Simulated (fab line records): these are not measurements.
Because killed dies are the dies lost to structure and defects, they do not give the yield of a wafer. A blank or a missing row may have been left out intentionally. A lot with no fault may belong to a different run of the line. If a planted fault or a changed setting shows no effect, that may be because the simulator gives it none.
A lot that was struck, set against a sound lot :: flow sfq line :: 14 out of 325 route steps
Sound: wafers L488.2, L488.5, L488.6. Wafers struck: L480.3, L480.4, L480.6. The cause is given at the end.
For every step that has rows: the tool of each side, followed by ch and its chambers, followed by its first start. Under that, the readings that differ: sound wafers :: struck wafers :: difference of the means :: sigmas: that difference in standard deviations of wafers without a fault.
alike: readings with means less than 2 such deviations apart, plus words and numbers identical on both sides. not compared: withheld readings, readings lacking a value on some wafer, bounds such as >300 that could conceal the same value, and numbers that have no deviation in the record and whose values overlap.
The two part at a step that has a row with sigmas, a row that says differs or no value, or rows on one side only. Numbers that don't overlap but have no deviation are shown without sigmas and don't part them. Lack of a reading on every wafer of one side parts them only where that side has two or more wafers.

SFQ_TRILAYER_I0_DEP_PECVD_027: deposits SiO2 from SiH4/N2O, time 111.11 s, target thk 500 nm.
  sound on pecvd-01 ch 0,1, day 12 16:07; struck on pecvd-01 ch 0,2, day 10 05:34
  alike: heater power w, throttle valve pct
SFQ_TRILAYER_I0_CMP_CMP_028: polishes SiO2.
  sound on cmp-01 ch 1,2, day 13 03:14; struck on cmp-02 ch 1,3, day 10 05:38
  alike: motor current A, slurry flow ml min, time to endpoint s
SFQ_I0_BOW_MEAS_907:
  sound on film metro-03 at day 13 05:46; struck on film metro-01 at day 10 08:41
  alike: I0_BOW
SFQ_TRILAYER_I0_METRO_MEASURE_029:
  sound on film metro-03 at day 13 06:04; struck on film metro-01 at day 10 09:10
  alike: thk nm
then, 6 steps without rows for these wafers: SFQ_TRILAYER_I0_VIA_LITHO_COAT_036 (resist thk 62 nm); SFQ_TRILAYER_I0_VIA_LITHO_COAT_031 (resist thk 650 nm); SFQ_TRILAYER_I0_VIA_LITHO_SOFTBAKE_035; SFQ_TRILAYER_I0_VIA_LITHO_EXPOSE_032 (exposes mask I0, target cd 500 nm); SFQ_TRILAYER_I0_VIA_LITHO_PEB_034 (peb time 60 s); SFQ_TRILAYER_I0_VIA_LITHO_DEVELOP_033 (time 60 s).
-- the record jumps here: 4 days lie between the struck wafers' starts before and after --
SFQ_I0_OVL_MEAS_908:
  sound on overlay-01 at day 17 22:12; struck on overlay-02 at day 14 09:10
  alike: I0_OVL
SFQ_TRILAYER_I0_VIA_BARC_OPEN_VIA_ETCH_046: etches BARC in O2, target depth 125 nm, time 41.7 s.
  sound on rie diel-04 ch 0,1, day 17 22:14; struck on rie diel-02 ch 1,2, day 14 09:11
  alike: drypump motor current A, oes product au, rf fwd power W
  not compared: rf hours counter h
SFQ_TRILAYER_I0_VIA_ETCH_VIA_ETCH_034: etches SiO2 in CHF3, stops on Nb, target depth 260 nm.
  sound on rie diel-04 ch 0,1, day 17 22:16; struck on rie diel-02 ch 1,2, day 14 09:14
reading: rf fwd power W (W)
sound: 500.5 500.8 496.9
struck: 418.0 417.1 419.6
difference: -81.2
sigmas: -54
  alike: drypump motor current A, oes product au
SFQ_TRILAYER_I0_VIA_STRIP_STRIP_035: strips in O2.
  sound on rie metal-01 ch 0,1, day 17 22:23; struck on rie metal-01 ch 0,1, day 14 09:33
  alike: drypump motor current A, oes product au
  not compared: rf hours counter h

WHERE THEY PART
At SFQ_TRILAYER_I0_VIA_ETCH_VIA_ETCH_034 and nowhere else, as far as this record goes. Later steps at which nothing parts them and some readings are alike: SFQ_TRILAYER_I0_VIA_STRIP_STRIP_035.

WHY: the cause the simulator had injected
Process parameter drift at SFQ_TRILAYER_I0_VIA_ETCH_VIA_ETCH_034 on rie diel-02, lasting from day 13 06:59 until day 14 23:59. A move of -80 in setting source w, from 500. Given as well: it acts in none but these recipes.
